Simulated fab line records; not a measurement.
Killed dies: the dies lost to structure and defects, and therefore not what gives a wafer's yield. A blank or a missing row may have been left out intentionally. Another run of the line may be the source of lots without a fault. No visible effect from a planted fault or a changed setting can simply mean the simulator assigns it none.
Problem report, 8D (eight disciplines) form, completed by code :: flow sky130 :: the parts of the form that need people (team, actions taken, sign-off) are left out

== 1. THE ISSUE ==
killed_at_front_end at SKY_PAD_OPEN_PROBE_99 reads a mean of 63 on 9 wafers of 3 lots; wafers without a fault read 15 with a standard deviation of 4.6. Measured from the usual mean, that is +10 standard deviations.
Seen first at day 48 16:13 on prober-02, wafer L745.1. The record holds 45 wafers of 15 lots with a number at this step. The rule behind "out" and "out of limits": a value lying over 4 standard deviations away from the usual mean. Any other wafer with a number is counted as sound.

== 2. WHAT IT IS, AND WHAT IT ISN'T ==
question: which readings at this step
is: killed_at_front_end
is not: killed_at_M4_up, killed_at_contacts, killed_short

question: which lots
is: L745, L747, L749
is not: L734, L735, L737, L738, L739, L740, L741, L742, L744, L748, L750, L757

question: which wafers of those lots
is: all that have a number
is not: -

question: read on which tools
is: prober-01, prober-02
is not: -

question: when
is: from day 48 16:13
is not: up to then (27 sound wafers); but 9 sound wafers of L748, L750, L757 came after

== 3. THE SUSPECTS, EACH WITH WHAT RULES IT OUT ==
Counting: any tool at a process step up to the reading is kept as a suspect provided that every lot that is out went through it and no sound lot did after the first of them.
- wet_bench-03 at SKY_FIELD_ISO_CLEAN_19 (cleans in SC1/SC2, time 150 s): kept. It processed each lot that is out, first L745 at day 4 15:57, and no sound lot thereafter; up to then, the last sound lot it processed was L744 at day 4 08:58.
After counting, what remains is wet_bench-03 at SKY_FIELD_ISO_CLEAN_19.

== 4. THE CAUSE (what the simulator had put in) ==
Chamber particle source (wet_bench-03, SKY_FIELD_ISO_CLEAN_19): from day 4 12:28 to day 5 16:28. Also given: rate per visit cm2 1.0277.
After counting, this tool was the only one left.

== 5. THE EFFECT CHAIN, in route order ==
Each row: a reading where the mean over the struck wafers with a number is more than 3 standard deviations away from the usual. Only readings for which the record gives a usual standard deviation are gone through. hours: the time from each lot's start at the first step in this table that gives one to its start at this step, as a median over the lots. sigmas: the change in usual standard deviations.
hours: 0
step: SKY_PAD_OPEN_PROBE_99
reading: killed_at_front_end
usual: 15
on struck wafers: 63
change: +48
sigmas: +10

hours: 0
step: SKY_PAD_OPEN_PROBE_99
reading: killed_dies
usual: 86
on struck wafers: 128
change: +42
sigmas: +4.6
Process steps it contains:
- SKY_PAD_OPEN_PROBE_99

== 6. WHAT WOULD HAVE CAUGHT IT SOONER ==
First out-of-limits reading in this record: day 48 16:13, which is 1060 hours after fault onset at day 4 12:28.
By day 48 16:13 the whole set of lots that are out, 3 in number, had already begun SKY_FIELD_ISO_CLEAN_19 on wet_bench-03. Holding the tool at that point would not have protected any of them.
